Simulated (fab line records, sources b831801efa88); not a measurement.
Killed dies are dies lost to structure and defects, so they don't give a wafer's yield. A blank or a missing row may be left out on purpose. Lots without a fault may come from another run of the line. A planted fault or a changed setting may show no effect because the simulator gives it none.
Chamber matching | flow sky130 | SKY_FIELD_ISO_WET_ETCH_28 on wet_bench-04: 3 sister chambers
The step etches SiO2 in dHF, target depth 23.7 nm, time 47 s. 3 wafers are shown with their chamber, then 7 later ones without.

WAFERS WITH THEIR CHAMBER
wafer  | chamber | temp_c (C)
L838.3 | 3       | 25.05
L839.4 | 1       | 24.97
L847.3 | 2       | 24.77

WAFERS WITHOUT THEIR CHAMBER
wafer  | temp_c (C)
L847.5 | 24.83
L855.1 | 24.99
L855.3 | 25.11
L855.6 | 25.04
L856.2 | 25.09
L856.4 | 24.97
L856.6 | 25.22

WHICH CHAMBER EACH WENT THROUGH
wafer  | from the rows above     | in truth
L847.5 | can't be placed: 2 or 1 | 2
L855.1 | can't be placed: 1 or 3 | 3
L855.3 | can't be placed: 3 or 1 | 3
L855.6 | can't be placed: 3 or 1 | 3
L856.2 | can't be placed: 3 or 1 | 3
L856.4 | can't be placed: 1 or 3 | 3
L856.6 | can't be placed: 3 or 1 | 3
Placed correctly: 0 of 7. Can't be placed from these rows: 7 (the true chamber is among the candidates in 7). Placed wrongly: 0.
How it was worked out, from the rows above alone: a wafer's distance from a chamber is the root of the sum, over the readings, of the square of ((its reading less the chamber's mean) divided by the reading's scatter). The wafer belongs to the nearest chamber; if the next one is less than 2 further off, it can't be placed. A chamber's mean is the mean of its shown wafers. The scatter: with one shown wafer a chamber, the root of the mean of the squares of how far each hidden wafer lies from its nearest shown one.
